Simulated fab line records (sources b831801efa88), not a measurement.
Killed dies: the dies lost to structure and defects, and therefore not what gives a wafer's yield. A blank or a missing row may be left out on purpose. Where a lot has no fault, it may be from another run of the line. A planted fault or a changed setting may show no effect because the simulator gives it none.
fab line records -- flow sky130
record lots=14, wafers=42, last_day=50
route steps=708 shown LDD_P@262 LDD_LDN@294 POLY_CUT@317
lots with no fault: from the same line, run without faults
start_h: hours from the record's opening day to when the first of the lot's shown wafers began -- wait_h: time in hours since the lot's previous step -- " unchanged from the row above -- L1.1+2: a row that stands for several wafers -- - no value present, or no start provided -- * or withheld: withheld -- < > ~ a bound
route shown NAME@n: a module of which the file shows steps, and the number in the route of the first -- usual: mean and standard deviation over wafers with no fault -- same: alike in all rows -- chamber/n: place in a boat -- sites: readings site by site -- _std_site: standard deviation of those values -- _edge_site: inner sites' mean taken away from outer sites' mean -- radius_mm: for every site, how far away it sits from the centre of the wafer -- mask NAME#n: copy n -- behind: the tool/chamber that last shaped the wafer -- hold: cause of the lot's hold/its duration in hours/its outcome -- device: whichever transistor did not switch (one of n, p or np) -- end of line: the tests these same wafers got at the end of their route -- a step given without rows: its recipe and nothing more -- killed: not the wafer's yield, but the dies lost to structure and defects at the first sort -- map: a wafer's dies, marking killed ones x, the rest . and places with no die _
set.NAME: the setting that was run; set.NAME@STEP: the one run at that earlier step -- model.NAME: the simulator's own value behind a step, which no gauge read
steps of the route over a sample of lots; a table a step, a row a wafer
services: a tool's chamber out of use, with start hour (start_h, from the record's first day; less than 0 if before it), hours out, and reason
## steps
# step SKY_LDD_P_CD_MEAS_07
# recipe target_cd_nm=380
# usual cd_nm=379.6/2.6
lot.wafer,tool,chamber,start_h,wait_h,cd_nm
L840.2,cd_sem-01,-,444.26,0.1,380.4
L840.5,cd_sem-01,-,444.26,0.1,381.4
L840.6,cd_sem-01,-,444.26,0.1,383.2
L842.1,cd_sem-01,-,457.28,0.1,383.1
L842.4,cd_sem-01,-,457.28,0.1,383.0
L842.5,cd_sem-01,-,457.28,0.1,384.2
L843.3,cd_sem-01,-,472.42,0.3,379.5
L843.5,cd_sem-01,-,472.42,0.3,376.9
L843.6,cd_sem-01,-,472.42,0.3,377.5
L844.4,cd_sem-01,-,481.09,0.1,380.2
L844.5,cd_sem-01,-,481.09,0.1,383.0
L844.6,cd_sem-01,-,481.09,0.1,379.3
L845.1,cd_sem-01,-,486.33,0.1,381.4
L845.3,cd_sem-01,-,486.33,0.1,380.5
L845.4,cd_sem-01,-,486.33,0.1,382.4
L846.1,cd_sem-01,-,501.13,0.1,377.4
L846.2,cd_sem-01,-,501.13,0.1,378.5
L846.3,cd_sem-01,-,501.13,0.1,377.0
L847.2,cd_sem-01,-,509.15,0.1,379.0
L847.5,cd_sem-01,-,509.15,0.1,380.9
L847.6,cd_sem-01,-,509.15,0.1,380.3
L848.1,cd_sem-01,-,517.43,0.1,377.0
L848.2,cd_sem-01,-,517.43,0.1,378.5
L848.6,cd_sem-01,-,517.43,0.1,379.6
L849.2,cd_sem-01,-,526.91,0.1,380.1
L849.5,cd_sem-01,-,526.91,0.1,381.3
L849.6,cd_sem-01,-,526.91,0.1,377.1
L854.1,cd_sem-01,-,565.44,0.1,381.2
L854.5,cd_sem-01,-,565.44,0.1,383.5
L854.6,cd_sem-01,-,565.44,0.1,381.6
L856.2,cd_sem-02,-,580.60,0.1,377.1
L856.4,cd_sem-02,-,580.60,0.1,378.9
L856.6,cd_sem-02,-,580.60,0.1,379.9
L857.1,cd_sem-02,-,596.73,0.1,377.1
L857.4,cd_sem-02,-,596.73,0.1,379.1
L857.6,cd_sem-02,-,596.73,0.1,379.0
L861.1,cd_sem-01,-,635.13,0.1,372.9
L861.4,cd_sem-01,-,635.13,0.1,376.4
L861.6,cd_sem-01,-,635.13,0.1,375.1
L862.3,cd_sem-01,-,652.97,0.1,379.3
L862.5,cd_sem-01,-,652.97,0.1,378.6
L862.6,cd_sem-01,-,652.97,0.1,376.4
# step SKY_LDD_LDN_PEB_05
# recipe temp_c=withheld, time_s=*, resist=NOVOLAK
# usual chill_plate_temp_C=*, exhaust_pa=45.1/0.81
lot.wafer,tool,chamber,start_h,wait_h,chill_plate_temp_C,exhaust_pa
L840.2,litho_track-03,0,536.65,-,*,45.3
L840.5,litho_track-03,0,536.65,-,*,44.7
L840.6,litho_track-03,0,536.65,-,*,46.0
L842.1,litho_track-02,0,547.23,-,*,44.2
L842.4,litho_track-02,0,547.23,-,*,44.6
L842.5,litho_track-02,0,547.23,-,*,45.1
L843.3,litho_track-02,0,562.78,-,*,44.8
L843.5,litho_track-02,0,562.78,-,*,44.1
L843.6,litho_track-02,0,562.78,-,*,44.9
L844.4,litho_track-04,0,571.21,-,*,43.8
L844.5,litho_track-04,0,571.21,-,*,45.9
L844.6,litho_track-04,0,571.21,-,*,45.8
L845.1,litho_track-03,0,575.73,-,*,46.1
L845.3,litho_track-03,0,575.73,-,*,45.7
L845.4,litho_track-03,0,575.73,-,*,45.4
L846.1,litho_track-03,0,589.88,-,*,46.4
L846.2,litho_track-03,0,589.88,-,*,46.0
L846.3,litho_track-03,0,589.88,-,*,45.4
L847.2,litho_track-04,0,598.36,-,*,45.0
L847.5,litho_track-04,0,598.36,-,*,44.9
L847.6,litho_track-04,0,598.36,-,*,45.1
L848.1,litho_track-04,0,605.64,-,*,45.1
L848.2,litho_track-04,0,605.64,-,*,47.6
L848.6,litho_track-04,0,605.64,-,*,47.0
L849.2,litho_track-02,0,614.15,-,*,44.5
L849.5,litho_track-02,0,614.15,-,*,44.4
L849.6,litho_track-02,0,614.15,-,*,44.6
L854.1,litho_track-04,0,651.74,-,*,44.1
L854.5,litho_track-04,0,651.74,-,*,44.5
L854.6,litho_track-04,0,651.74,-,*,45.3
L856.2,litho_track-02,-,667.05,-,-,-
L856.4,litho_track-02,-,667.05,-,-,-
L856.6,litho_track-02,-,667.05,-,-,-
L857.1,litho_track-04,-,682.49,-,-,-
L857.4,litho_track-04,-,682.49,-,-,-
L857.6,litho_track-04,-,682.49,-,-,-
L861.1,litho_track-02,0,717.48,-,*,44.5
L861.4,litho_track-02,0,717.48,-,*,45.2
L861.6,litho_track-02,0,717.48,-,*,44.5
L862.3,litho_track-03,0,736.88,-,*,46.3
L862.5,litho_track-03,0,736.88,-,*,45.8
L862.6,litho_track-03,0,736.88,-,*,45.3
# step SKY_LDD_LDN_OVL_MEAS_07
# usual LDD_LDN_OVL=1.2/1.3
lot.wafer,tool,chamber,start_h,wait_h,LDD_LDN_OVL[nm]
L840.2,overlay-01,-,536.93,0.1,2.9
L840.5,overlay-01,-,536.93,0.1,1.6
L840.6,overlay-01,-,536.93,0.1,2.1
L842.1,overlay-01,-,547.53,0.1,0.5
L842.4,overlay-01,-,547.53,0.1,1.4
L842.5,overlay-01,-,547.53,0.1,1.0
L843.3,overlay-01,-,563.04,0.1,-0.2
L843.5,overlay-01,-,563.04,0.1,-1.0
L843.6,overlay-01,-,563.04,0.1,0.9
L844.4,overlay-02,-,571.46,0.1,1.7
L844.5,overlay-02,-,571.46,0.1,0.6
L844.6,overlay-02,-,571.46,0.1,-1.4
L845.1,overlay-01,-,576.03,0.1,2.0
L845.3,overlay-01,-,576.03,0.1,2.0
L845.4,overlay-01,-,576.03,0.1,0.7
L846.1,overlay-02,-,590.18,0.1,0.7
L846.2,overlay-02,-,590.18,0.1,0.5
L846.3,overlay-02,-,590.18,0.1,1.0
L847.2,overlay-01,-,598.65,0.1,2.6
L847.5,overlay-01,-,598.65,0.1,2.0
L847.6,overlay-01,-,598.65,0.1,1.6
L848.1,overlay-01,-,605.94,0.1,2.3
L848.2,overlay-01,-,605.94,0.1,1.2
L848.6,overlay-01,-,605.94,0.1,0.5
L849.2,overlay-01,-,614.44,0.1,2.4
L849.5,overlay-01,-,614.44,0.1,0.1
L849.6,overlay-01,-,614.44,0.1,2.2
L854.1,overlay-01,-,652.04,0.1,0.0
L854.5,overlay-01,-,652.04,0.1,1.4
L854.6,overlay-01,-,652.04,0.1,3.0
L856.2,overlay-02,-,667.34,0.1,0.7
L856.4,overlay-02,-,667.34,0.1,1.8
L856.6,overlay-02,-,667.34,0.1,3.8
L857.1,overlay-01,-,682.79,0.1,0.2
L857.4,overlay-01,-,682.79,0.1,-0.4
L857.6,overlay-01,-,682.79,0.1,-1.1
L861.1,overlay-01,-,717.78,0.1,1.8
L861.4,overlay-01,-,717.78,0.1,1.1
L861.6,overlay-01,-,717.78,0.1,1.2
L862.3,overlay-02,-,737.14,0.1,3.4
L862.5,overlay-02,-,737.14,0.1,2.2
L862.6,overlay-02,-,737.14,0.1,3.1
# step SKY_POLY_CUT_ETCH_10
# recipe chemistry=N2/H2, target=BARC, ion_energy_ev=200, source_w=500, bias_w=100, pressure_mtorr=30, n2_flow_sccm=100, h2_flow_sccm=200, stop_on=SiO2, time_s=45.9, target_depth_a=600
# usual drypump_motor_current_A=5.7/0.51, oes_product_au=0.855/0.0049, throttle_valve_pct=13.225/0.0095
lot.wafer,tool,chamber,start_h,wait_h,drypump_motor_current_A,oes_product_au,rf_hours_counter_h,throttle_valve_pct
L840.2,rie_diel-02,0,574.92,0.0,4.8,0.859,64,13.204
L840.5,rie_diel-02,2,574.92,0.0,5.4,0.851,-,13.229
L840.6,rie_diel-02,1,574.92,0.0,6.5,0.853,-,13.234
L842.1,rie_diel-03,0,580.25,0.0,5.7,0.856,22,13.221
L842.4,rie_diel-03,1,580.25,0.0,6.1,0.853,-,13.227
L842.5,rie_diel-03,0,580.25,0.0,5.7,0.852,-,13.228
L843.3,rie_diel-01,0,594.55,0.0,5.9,0.850,54,13.224
L843.5,rie_diel-01,1,594.55,0.0,5.6,0.861,-,13.223
L843.6,rie_diel-01,2,594.55,0.0,5.4,0.861,-,13.229
L844.4,rie_diel-01,0,602.80,0.0,6.0,0.856,55,13.235
L844.5,rie_diel-01,2,602.80,0.0,5.4,0.860,-,13.218
L844.6,rie_diel-01,3,602.80,0.0,5.1,0.853,-,13.213
L845.1,rie_diel-01,0,607.80,0.0,5.9,0.859,55,13.222
L845.3,rie_diel-01,2,607.80,0.0,5.4,0.853,54,13.239
L845.4,rie_diel-01,1,607.80,0.0,5.6,0.852,9,13.236
L846.1,rie_diel-03,1,621.30,0.0,6.1,0.852,18,13.226
L846.2,rie_diel-03,2,621.30,0.0,6.0,0.856,8,13.215
L846.3,rie_diel-03,0,621.30,0.0,5.7,0.853,23,13.233
L847.2,rie_diel-02,2,630.35,0.0,5.4,0.864,44,13.241
L847.5,rie_diel-02,2,630.35,0.0,5.4,0.849,-,13.220
L847.6,rie_diel-02,3,630.35,0.0,4.7,0.856,-,13.211
L848.1,rie_diel-03,0,637.23,0.0,5.7,0.861,23,13.241
L848.2,rie_diel-03,2,637.23,0.0,6.0,0.864,9,13.232
L848.6,rie_diel-03,3,637.23,0.0,6.3,0.854,-,13.229
L849.2,rie_diel-03,3,645.38,0.0,6.3,0.850,1,13.226
L849.5,rie_diel-03,0,645.38,0.0,5.7,0.851,-,13.213
L849.6,rie_diel-03,1,645.38,0.0,6.0,0.862,-,13.234
L854.1,rie_diel-03,1,682.34,0.0,6.0,0.860,19,13.229
L854.5,rie_diel-03,2,682.34,0.0,6.0,0.849,-,13.227
L854.6,rie_diel-03,3,682.34,0.0,6.3,0.858,-,13.228
L856.2,rie_diel-02,1,697.85,0.0,6.5,0.850,9,13.244
L856.4,rie_diel-02,2,697.85,0.0,5.4,0.863,45,13.228
L856.6,rie_diel-02,1,697.85,0.0,6.5,0.856,-,13.232
L857.1,rie_diel-02,1,712.20,0.0,6.5,0.849,10,13.218
L857.4,rie_diel-02,0,712.20,0.0,4.8,0.851,-,13.219
L857.6,rie_diel-02,2,712.20,0.0,5.4,0.854,-,13.220
L861.1,rie_diel-02,0,748.59,0.0,4.8,0.857,2,13.226
L861.4,rie_diel-02,1,748.59,0.0,6.5,0.843,-,13.229
L861.6,rie_diel-02,0,748.59,0.0,4.8,0.854,-,13.203
L862.3,rie_diel-03,2,766.58,0.0,6.0,0.859,11,13.230
L862.5,rie_diel-03,1,766.58,0.0,6.0,0.854,-,13.218
L862.6,rie_diel-03,0,766.58,0.0,5.7,0.859,-,13.228
## services
tool,chamber,start_h,hours,kind
rie_diel-01,1,526.91,9.2,repair
rie_diel-01,-,540.42,1.9,repair
rie_diel-03,3,568.28,-,clean
rie_diel-03,3,568.28,16.0,scheduled_down
rie_diel-03,3,568.28,16.0,vent_cycle
rie_diel-02,3,579.74,8.3,repair
rie_diel-02,0,587.65,8.8,repair
rie_diel-02,0,627.91,-,clean
rie_diel-02,0,627.91,39.3,scheduled_down
rie_diel-02,0,627.91,39.3,vent_cycle
rie_diel-01,0,628.81,6.0,repair
rie_diel-01,3,635.22,10.7,repair
rie_diel-03,1,654.45,6.3,repair
rie_diel-02,1,690.14,5.1,repair
rie_diel-03,2,698.71,11.2,repair
rie_diel-03,1,704.00,3.0,repair
rie_diel-03,0,720.43,1.3,repair
rie_diel-01,3,725.85,23.6,repair
rie_diel-01,2,730.21,7.1,repair
rie_diel-02,-,738.15,0.9,repair
rie_diel-03,1,754.00,4.3,repair
rie_diel-02,1,754.77,3.0,repair
rie_diel-01,2,761.54,5.8,repair
rie_diel-03,3,764.24,5.9,repair
## key
first_sign step=SKY_LDD_LDN_PEB_05, reading=tool_record, direction=missing
effect none on later readings
met_at SKY_LDD_LDN_PEB_05
struck_lots L856,L857
sort_left_out L856.2,L856.4,L856.6,L857.1,L857.4,L857.6
tester_left_out L856,L857
not_acting_at SKY_LDD_P_CD_MEAS_07,SKY_LDD_LDN_OVL_MEAS_07,SKY_POLY_CUT_ETCH_10
onset_between 651.74 667.05
fault kind=skipped_step_whole, tool=litho_track-02,litho_track-04, chamber=-, onset_h=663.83, steps=SKY_LDD_LDN_PEB_05, scope=struck_lots_only
# tester_left_out: of these lots the tester's yield and bins aren't shown, on N5 and GAA mostly nor the transistor test; their killed dies are dies lost to structure and defects alone, not to doping, threshold or leakage, so they don't give the yield
# sort_left_out: the simulated sort isn't trusted on such a fault, so these wafers' sort isn't shown, and their yield isn't known
